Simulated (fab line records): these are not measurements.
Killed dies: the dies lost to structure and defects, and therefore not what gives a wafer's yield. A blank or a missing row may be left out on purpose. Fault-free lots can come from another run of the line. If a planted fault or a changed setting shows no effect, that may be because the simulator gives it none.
Struck lot and sound lot, side by side | flow sky130 | 30 steps out of a route of 708
Sound: the wafers L956.1, L956.3, L956.6. Struck: wafers L970.1, L970.5, L970.6. Last of all comes the cause.
Each step with rows lists, per side, the tool, then ch with its chambers, then its first start. Under that, the readings that differ: sound wafers | struck wafers | difference of the means | sigmas: that difference in standard deviations of wafers without a fault.
alike: words and numbers the same on both sides, and readings whose means are apart by under 2 such deviations; not compared: readings that were withheld, readings missing a value for some wafer, numbers with overlapping values and no deviation given by the record, and bounds like >300 which may hide the same value.
A row with sigmas, a row that says differs or no value, or rows on one side alone: a step with any of these is where the two part. Numbers that don't overlap but have no deviation are shown without sigmas and don't part them. A reading missing from all wafers of one side parts the sides only when that side holds two or more wafers.

first, 9 steps without rows for these wafers: SKY_SD_P_IMPLANT_09; SKY_SD_P_STRIP_10 (strips in O2/N2); SKY_RES_XHIGH_DEHYDRATE_00 (time 60 s); SKY_RES_XHIGH_HMDS_01 (prime time 60 s); SKY_RES_XHIGH_COAT_02 (resist thk 1140 nm); SKY_RES_XHIGH_SOFTBAKE_03 (time 60 s); SKY_RES_XHIGH_EXPOSE_04 (exposes mask URPM, target cd 1270 nm); SKY_RES_XHIGH_PEB_05; SKY_RES_XHIGH_DEVELOP_06 (develop time 60 s).
SKY_RES_XHIGH_IMPLANT_07:
  sound on implanter-01 ch 0, day 27 14:47; struck on implanter-01 ch 0, day 32 11:32
  alike: faradayCurrentUA
then, 19 steps without rows for these wafers: SKY_RES_XHIGH_STRIP_08 (strips in O2/N2); SKY_SD_N_DEHYDRATE_00 (time 60 s); SKY_SD_N_HMDS_01 (prime time 60 s); SKY_SD_N_COAT_02 (resist thk 1140 nm); SKY_SD_N_SOFTBAKE_03 (time 60 s); SKY_SD_N_EXPOSE_04 (exposes mask NSDM, target cd 380 nm); SKY_SD_N_PEB_05; SKY_SD_N_DEVELOP_06 (develop time 60 s); SKY_SD_N_IMPLANT_09; SKY_SD_N_IMPLANT_10; SKY_SD_N_STRIP_11 (strips in O2/N2); SKY_SD_N_CLEAN_13 (cleans in SC1/SC2, time 150 s); SKY_SD_N_RTA_14 (time 2 s); SKY_SALICIDE_CLEAN_00 (cleans in HF-last, time 30 s); SKY_LI_CONTACT_HDPCVD_00 (deposits PSG, target thk 930 nm, time 155 s); SKY_LI_CONTACT_CMP_02 (polishes PSG); SKY_LI_CONTACT_DEHYDRATE_04 (time 60 s); SKY_LI_CONTACT_HMDS_05 (prime time 60 s); SKY_LI_CONTACT_COAT_06 (resist thk 60 nm).
-- here the record skips 17 days between the struck wafers' starts before and after, leaving off in module LI_CONTACT and picking up in module PAD_OPEN (first step shown: number 708 of the route) --
SKY_PAD_OPEN_PROBE_99:
  sound on prober-01, day 46 14:43; struck on prober-02, day 49 22:35
reading                                     | sound             | struck               | difference | sigmas
killedAtOther                               | 1 3 1             | 0 0 0                | -2         | -3
model.etest.resXhighPo.rsOhmSqRimLessCentre | 81.81 96.43 87.69 | -123.8 -123.6 -128.3 | -213.9     | 
model.etest.resXhighPo.rsOhmSqRange         | 118.2 134.5 111.6 | 149.9 136.3 143.7    | +21.9      | 
  alike: killed_at_M0_to_M3, killed_at_M4_up, killedAtContacts, killedAtFrontEnd, killedDies, killedOpen, killedShort

== WHERE THEY PART ==
Only at SKY_PAD_OPEN_PROBE_99, within this record.

WHY: what the simulator had put in
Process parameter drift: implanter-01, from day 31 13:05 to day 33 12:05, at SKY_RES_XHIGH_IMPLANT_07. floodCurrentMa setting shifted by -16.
